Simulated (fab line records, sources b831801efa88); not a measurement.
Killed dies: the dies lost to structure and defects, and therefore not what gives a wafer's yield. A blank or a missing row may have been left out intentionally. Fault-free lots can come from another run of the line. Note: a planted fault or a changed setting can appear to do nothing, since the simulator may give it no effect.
fab line records ; flow sky130
[record] lots = 14; wafers = 42; last_day = 50
route steps=708 shown POLY_GATE@227 LDD_LDN@297 POLY_CUT@319
lots with no fault: from the same line, run without faults
start_h: start of the lot's first displayed wafer, in hours after the record's first day ; wait_h: hours since the lot's step before ; " repeats the value in the row above ; L1.1+2: several wafers, shown together as one row ; - no value, or no start was given ; * or withheld: withheld ; < > ~ a bound
route shown NAME@n: names a module that has steps shown in the file, with the first one's number in the route ; usual: mean/standard deviation taken from wafers without a fault ; same: alike in all rows ; chamber/n: place in a boat ; sites: each site's reading ; _std_site: standard deviation of those values ; _edge_site: mean of outer sites minus mean of inner sites ; radius_mm: for every site, how far away it sits from the centre of the wafer ; mask NAME#n: copy n ; behind: the most recent tool/chamber to have shaped the wafer ; hold: why the lot was held/for how many hours/how that ended ; device: transistor that didn't switch, given as n, p or np ; end of line: the same wafers' tests at the end of the route ; step lacking rows: just its recipe ; killed: not the wafer's yield, but the dies lost to structure and defects at the first sort ; map: a wafer's dies, x killed, . not, _ none there
set.NAME: the setting the step ran with; set.NAME@STEP: the setting that earlier step ran with ; model.NAME: the simulator's own value behind a step, which no gauge read
route steps across a sampled set of lots; one table per step, one row per wafer
services: from which hour (start_h, from the record's first day; less than 0 if before it) a tool's chamber was out of use, for how many hours, and why
[[steps]]
[step SKY_POLY_GATE_CD_MEAS_13]
[recipe] target_cd_nm = 150
[usual] cd_nm = 150.4/1.3
lot.wafer;tool;chamber;start_h;wait_h;cd_nm
L884.2;cd_sem-02;-;367.23;-;152.4
L884.3;cd_sem-02;-;367.23;-;151.9
L884.6;cd_sem-02;-;367.23;-;153.9
L885.1;cd_sem-02;-;374.77;-;149.4
L885.3;cd_sem-02;-;374.77;-;148.0
L885.4;cd_sem-02;-;374.77;-;147.9
L887.3;cd_sem-01;-;399.45;-;149.3
L887.4;cd_sem-01;-;399.45;-;152.1
L887.5;cd_sem-01;-;399.45;-;149.8
L888.1;cd_sem-02;-;419.05;-;148.5
L888.2;cd_sem-02;-;419.05;-;148.4
L888.5;cd_sem-02;-;419.05;-;149.2
L894.3;cd_sem-02;-;488.20;-;149.6
L894.4;cd_sem-02;-;488.20;-;149.6
L894.6;cd_sem-02;-;488.20;-;150.7
L896.1;cd_sem-02;-;488.51;-;150.2
L896.2;cd_sem-02;-;488.51;-;151.6
L896.3;cd_sem-02;-;488.51;-;151.0
L895.3;cd_sem-01;-;488.56;-;149.8
L895.5;cd_sem-01;-;488.56;-;147.9
L895.6;cd_sem-01;-;488.56;-;149.7
L893.1;cd_sem-02;-;488.86;-;152.7
L893.3;cd_sem-02;-;488.86;-;151.4
L893.5;cd_sem-02;-;488.86;-;152.3
L897.2;cd_sem-01;-;488.89;-;152.6
L897.5;cd_sem-01;-;488.89;-;152.0
L897.6;cd_sem-01;-;488.89;-;151.9
L900.2;cd_sem-02;-;511.22;-;148.7
L900.4;cd_sem-02;-;511.22;-;149.6
L900.6;cd_sem-02;-;511.22;-;149.9
L901.1;cd_sem-01;-;518.47;-;149.0
L901.3;cd_sem-01;-;518.47;-;150.3
L901.5;cd_sem-01;-;518.47;-;148.9
L902.2;cd_sem-01;-;519.44;-;152.3
L902.4;cd_sem-01;-;519.44;-;150.7
L902.5;cd_sem-01;-;519.44;-;150.7
L905.1;cd_sem-02;-;544.05;-;150.0
L905.3;cd_sem-02;-;544.05;-;149.3
L905.5;cd_sem-02;-;544.05;-;148.8
L906.1;cd_sem-02;-;584.38;-;150.7
L906.3;cd_sem-02;-;584.38;-;150.1
L906.5;cd_sem-02;-;584.38;-;150.2
[step SKY_POLY_GATE_THK_MEAS_21]
[recipe] reads = SiO2_of_POLY_GATE_OXIDATION_20
[usual] POLY_GATE_OXIDATION_THK = 4.01/0.075
lot.wafer;tool;chamber;start_h;wait_h;POLY_GATE_OXIDATION_THK[nm]
L884.2;film_metro-04;-;372.25;0.0;3.94
L884.3;film_metro-04;-;372.25;0.0;3.96
L884.6;film_metro-04;-;372.25;0.0;4.10
L885.1;film_metro-03;-;377.58;0.0;4.06
L885.3;film_metro-03;-;377.58;0.0;3.95
L885.4;film_metro-03;-;377.58;0.0;4.08
L887.3;film_metro-03;-;402.78;0.1;4.07
L887.4;film_metro-03;-;402.78;0.1;3.96
L887.5;film_metro-03;-;402.78;0.1;4.04
L888.1;film_metro-01;-;420.96;0.0;4.02
L888.2;film_metro-01;-;420.96;0.0;4.08
L888.5;film_metro-01;-;420.96;0.0;4.05
L894.3;film_metro-04;-;490.71;0.1;4.10
L894.4;film_metro-04;-;490.71;0.1;3.90
L894.6;film_metro-04;-;490.71;0.1;4.01
L896.1;film_metro-01;-;490.75;0.1;3.99
L896.2;film_metro-01;-;490.75;0.1;4.04
L896.3;film_metro-01;-;490.75;0.1;3.98
L895.3;film_metro-04;-;490.77;0.1;4.08
L895.5;film_metro-04;-;490.77;0.1;4.02
L895.6;film_metro-04;-;490.77;0.1;4.10
L893.1;film_metro-01;-;491.29;0.0;3.94
L893.3;film_metro-01;-;491.29;0.0;3.90
L893.5;film_metro-01;-;491.29;0.0;3.89
L897.2;film_metro-03;-;491.30;0.0;3.96
L897.5;film_metro-03;-;491.30;0.0;3.91
L897.6;film_metro-03;-;491.30;0.0;3.86
L900.2;film_metro-03;-;513.01;0.0;4.01
L900.4;film_metro-03;-;513.01;0.0;4.01
L900.6;film_metro-03;-;513.01;0.0;4.09
L901.1;film_metro-01;-;520.26;0.0;3.92
L901.3;film_metro-01;-;520.26;0.0;3.94
L901.5;film_metro-01;-;520.26;0.0;3.87
L902.2;film_metro-03;-;521.52;0.0;3.96
L902.4;film_metro-03;-;521.52;0.0;3.86
L902.5;film_metro-03;-;521.52;0.0;3.86
L905.1;film_metro-03;-;545.90;0.0;4.10
L905.3;film_metro-03;-;545.90;0.0;4.09
L905.5;film_metro-03;-;545.90;0.0;4.13
L906.1;film_metro-01;-;587.00;0.0;4.04
L906.3;film_metro-01;-;587.00;0.0;4.09
L906.5;film_metro-01;-;587.00;0.0;4.14
[step SKY_LDD_LDN_IMPLANT_08]
[recipe] species = As; energy_kev = 15; dose_cm2 = 1.25e+13; tilt_deg = withheld; rotation_deg = 23
[usual] beam_energy_keV = 15.000/0.0046; beam_on_s = 10.02/0.19; implant_ion_amu = 75/0
lot.wafer;tool;chamber;start_h;wait_h;beam_energy_keV;beam_on_s;implant_ion_amu
L884.2;implanter-03;0;523.98;1.8;15.000;10.37;75
L884.3;implanter-03;0;523.98;1.8;15.003;10.33;75
L884.6;implanter-03;0;523.98;1.8;14.999;10.36;75
L885.1;implanter-04;0;526.12;0.0;15.011;10.42;75
L885.3;implanter-04;0;526.12;0.0;15.001;10.22;75
L885.4;implanter-04;0;526.12;0.0;15.008;10.03;75
L887.3;implanter-04;0;555.02;0.1;14.996;10.12;75
L887.4;implanter-04;0;555.02;0.1;15.005;10.00;75
L887.5;implanter-04;0;555.02;0.1;14.995;9.98;75
L888.1;implanter-01;0;571.45;0.0;15.006;9.55;75
L888.2;implanter-01;0;571.45;0.0;15.000;10.12;75
L888.5;implanter-01;0;571.45;0.0;15.001;9.79;75
L894.3;implanter-01;0;640.45;0.1;15.002;9.77;75
L894.4;implanter-01;0;640.45;0.1;15.002;10.53;75
L894.6;implanter-01;0;640.45;0.1;15.006;10.17;75
L895.3;implanter-04;-;642.60;0.1;-;-;-
L895.5;implanter-04;-;642.60;0.1;-;-;-
L895.6;implanter-04;-;642.60;0.1;-;-;-
L896.1;implanter-03;-;642.72;0.0;-;-;-
L896.2;implanter-03;-;642.72;0.0;-;-;-
L896.3;implanter-03;-;642.72;0.0;-;-;-
L897.2;implanter-01;0;642.88;0.0;15.000;10.12;75
L897.5;implanter-01;0;642.88;0.0;15.004;10.20;75
L897.6;implanter-01;0;642.88;0.0;15.000;9.76;75
L893.1;implanter-04;0;643.15;0.0;14.999;10.08;75
L893.3;implanter-04;0;643.15;0.0;15.002;10.01;75
L893.5;implanter-04;0;643.15;0.0;15.002;9.92;75
L900.2;implanter-04;0;662.33;0.0;15.006;9.90;75
L900.4;implanter-04;0;662.33;0.0;15.006;10.09;75
L900.6;implanter-04;0;662.33;0.0;15.006;10.51;75
L901.1;implanter-04;0;665.45;0.0;14.994;10.20;75
L901.3;implanter-04;0;665.45;0.0;14.992;10.04;75
L901.5;implanter-04;0;665.45;0.0;14.999;9.87;75
L902.2;implanter-03;0;669.03;0.0;14.996;9.87;75
L902.4;implanter-03;0;669.03;0.0;14.998;9.82;75
L902.5;implanter-03;0;669.03;0.0;14.999;10.00;75
L905.1;implanter-03;0;691.65;0.0;14.999;9.97;75
L905.3;implanter-03;0;691.65;0.0;14.998;10.00;75
L905.5;implanter-03;0;691.65;0.0;15.002;10.24;75
L906.1;implanter-04;0;729.15;0.0;14.998;10.03;75
L906.3;implanter-04;0;729.15;0.0;15.003;9.73;75
L906.5;implanter-04;0;729.15;0.0;15.002;9.93;75
[step SKY_LDD_LDN_TW_MEAS_13]
[usual] LDD_LDN_TW = 1479/9.2
lot.wafer;tool;chamber;start_h;wait_h;LDD_LDN_TW
L884.2;film_metro-02;-;524.66;0.1;1489
L884.3;film_metro-02;-;524.66;0.1;1488
L884.6;film_metro-02;-;524.66;0.1;1488
L885.1;film_metro-01;-;526.82;0.1;1472
L885.3;film_metro-01;-;526.82;0.1;1478
L885.4;film_metro-01;-;526.82;0.1;1472
L887.3;film_metro-02;-;555.69;0.1;1489
L887.4;film_metro-02;-;555.69;0.1;1484
L887.5;film_metro-02;-;555.69;0.1;1485
L888.1;film_metro-03;-;572.15;0.1;1489
L888.2;film_metro-03;-;572.15;0.1;1490
L888.5;film_metro-03;-;572.15;0.1;1489
L894.3;film_metro-03;-;641.12;0.1;1481
L894.4;film_metro-03;-;641.12;0.1;1480
L894.6;film_metro-03;-;641.12;0.1;1483
L895.3;film_metro-02;-;643.27;0.1;1360
L895.5;film_metro-02;-;643.27;0.1;1367
L895.6;film_metro-02;-;643.27;0.1;1367
L896.1;film_metro-01;-;643.42;0.1;1352
L896.2;film_metro-01;-;643.42;0.1;1348
L896.3;film_metro-01;-;643.42;0.1;1354
L897.2;film_metro-03;-;643.56;0.1;1472
L897.5;film_metro-03;-;643.56;0.1;1473
L897.6;film_metro-03;-;643.56;0.1;1478
L893.1;film_metro-03;-;643.85;0.1;1471
L893.3;film_metro-03;-;643.85;0.1;1480
L893.5;film_metro-03;-;643.85;0.1;1485
L900.2;film_metro-03;-;663.01;0.1;1483
L900.4;film_metro-03;-;663.01;0.1;1484
L900.6;film_metro-03;-;663.01;0.1;1481
L901.1;film_metro-03;-;666.15;0.1;1485
L901.3;film_metro-03;-;666.15;0.1;1485
L901.5;film_metro-03;-;666.15;0.1;1482
L902.2;film_metro-03;-;669.71;0.1;1484
L902.4;film_metro-03;-;669.71;0.1;1483
L902.5;film_metro-03;-;669.71;0.1;1481
L905.1;film_metro-02;-;692.35;0.1;1485
L905.3;film_metro-02;-;692.35;0.1;1486
L905.5;film_metro-02;-;692.35;0.1;1481
L906.1;film_metro-01;-;729.85;0.1;1479
L906.3;film_metro-01;-;729.85;0.1;1476
L906.5;film_metro-01;-;729.85;0.1;1469
[step SKY_POLY_CUT_STRIP_12]
[recipe] chemistry = O2/N2; power_w = 1400; pressure_mtorr = 1500; platen_temp_c = withheld; o2_flow_sccm = 3000; n2_flow_sccm = 300; overash_fraction = 0.5
[usual] chamber_pressure_mTorr = 1499.8/1.5; drypump_motor_current_A = 5.6/0.47; oes_product_au = 0.453/0.0048; strip_time_to_endpoint_s = 5.356/0.017
lot.wafer;tool;chamber;start_h;wait_h;chamber_pressure_mTorr;drypump_motor_current_A;oes_product_au;rf_hours_counter_h;strip_time_to_endpoint_s
L884.2;plasma_asher-04;1;556.47;0.0;1498.3;6.2;0.455;77;5.327
L884.3;plasma_asher-04;0;556.47;0.0;1499.4;5.8;0.474;-;5.358
L884.6;plasma_asher-04;0;556.47;0.0;1500.7;5.9;0.453;-;5.318
L885.1;plasma_asher-04;0;558.42;0.0;1498.9;5.9;0.460;78;5.380
L885.3;plasma_asher-04;0;558.42;0.0;1499.5;5.9;0.453;-;5.387
L885.4;plasma_asher-04;1;558.42;0.0;1498.1;6.2;0.458;-;5.376
L887.3;plasma_asher-02;1;586.52;0.1;1500.2;4.9;0.454;-;5.369
L887.4;plasma_asher-02;0;586.52;0.1;1501.1;5.5;0.447;-;5.363
L887.5;plasma_asher-02;1;586.52;0.1;1499.4;4.9;0.451;-;5.333
L888.1;plasma_asher-01;1;603.84;0.0;1500.4;5.0;0.461;49;5.355
L888.2;plasma_asher-01;0;603.84;0.0;1500.7;5.5;0.453;49;5.353
L888.5;plasma_asher-01;0;603.84;0.0;1498.2;5.5;0.448;-;5.375
L894.3;plasma_asher-02;1;670.79;0.1;1501.0;4.9;0.455;-;5.340
L894.4;plasma_asher-02;0;670.79;0.1;1499.6;5.5;0.454;-;5.365
L894.6;plasma_asher-02;1;670.79;0.1;1501.6;4.9;0.449;-;5.359
L893.1;plasma_asher-04;1;674.24;0.0;1498.8;6.2;0.450;89;5.349
L893.3;plasma_asher-04;1;674.24;0.0;1498.2;6.2;0.449;-;5.339
L893.5;plasma_asher-04;0;674.24;0.0;1498.3;5.9;0.440;-;5.330
L897.2;plasma_asher-01;1;674.40;0.0;1498.3;5.0;0.446;55;5.344
L897.5;plasma_asher-01;0;674.40;0.0;1500.2;5.5;0.451;-;5.371
L897.6;plasma_asher-01;1;674.40;0.0;1501.0;5.0;0.457;-;5.356
L900.2;plasma_asher-01;0;693.54;0.0;1500.8;5.5;0.457;57;5.375
L900.4;plasma_asher-01;0;693.54;0.0;1499.9;5.5;0.449;-;5.360
L900.6;plasma_asher-01;0;693.54;0.0;1500.2;5.5;0.451;-;5.348
L901.1;plasma_asher-04;0;694.65;0.0;1498.5;5.8;0.447;91;5.356
L901.3;plasma_asher-04;0;694.65;0.0;1503.6;5.8;0.450;-;5.349
L901.5;plasma_asher-04;1;694.65;0.0;1499.7;6.2;0.450;-;5.321
L902.2;plasma_asher-02;0;699.39;0.0;1500.9;5.5;0.449;29;5.360
L902.4;plasma_asher-02;0;699.39;0.0;1500.3;5.5;0.453;-;5.377
L902.5;plasma_asher-02;1;699.39;0.0;1501.2;4.9;0.455;-;5.388
L905.1;plasma_asher-04;0;720.64;0.0;1500.2;5.9;0.451;94;5.375
L905.3;plasma_asher-04;0;720.64;0.0;1498.9;5.9;0.461;-;5.354
L905.5;plasma_asher-04;1;720.64;0.0;1499.8;6.2;0.450;-;5.354
L906.1;plasma_asher-02;1;758.80;0.0;1497.9;4.9;0.453;35;5.347
L906.3;plasma_asher-02;0;758.80;0.0;1501.4;5.5;0.448;-;5.354
L906.5;plasma_asher-02;1;758.80;0.0;1498.1;4.9;0.451;-;5.370
[[services]]
tool;chamber;start_h;hours;kind
plasma_asher-02;-;532.27;2.8;pm
plasma_asher-01;-;550.72;28.1;pm
implanter-03;-;553.57;3.6;pm
implanter-04;-;577.77;3.9;repair
plasma_asher-01;-;592.95;2.8;pm
implanter-04;-;624.51;1.7;repair
implanter-03;-;645.67;0.8;repair
plasma_asher-04;-;686.57;4.2;repair
implanter-01;-;692.82;1.7;repair
implanter-03;-;714.94;1.5;repair
implanter-04;-;721.71;2.1;pm
[[key]]
[first_sign] step = SKY_LDD_LDN_IMPLANT_08; reading = tool_record; direction = missing
[effect] step = SKY_LDD_LDN_TW_MEAS_13; reading = LDD_LDN_TW; direction = down; sigmas = 13; usual = 1479; struck = 1358
met_at SKY_LDD_LDN_IMPLANT_08
struck_lots L895,L896
later_rows_left_out L895.3,L895.5,L895.6,L896.1,L896.2,L896.3
sort_left_out L895.3,L895.5,L895.6,L896.1,L896.2,L896.3
tester_left_out L895,L896
not_acting_at SKY_POLY_GATE_CD_MEAS_13,SKY_POLY_GATE_THK_MEAS_21,SKY_POLY_CUT_STRIP_12
onset_between 555.02 642.60
[fault] kind = skipped_step_whole; tool = implanter-03,implanter-04; chamber = -; onset_h = 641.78; steps = SKY_LDD_LDN_IMPLANT_08; scope = struck_lots_only
// tester_left_out: of these lots the tester's yield and bins aren't shown, on N5 and GAA mostly nor the transistor test; their killed dies are dies lost to structure and defects alone, not to doping, threshold or leakage, so they don't give the yield
// sort_left_out: the simulated sort isn't trusted on such a fault, so these wafers' sort isn't shown, and their yield isn't known
// later_rows_left_out: the simulator's readings of these wafers behind a module that went badly wrong aren't trusted and aren't shown, but for the sort
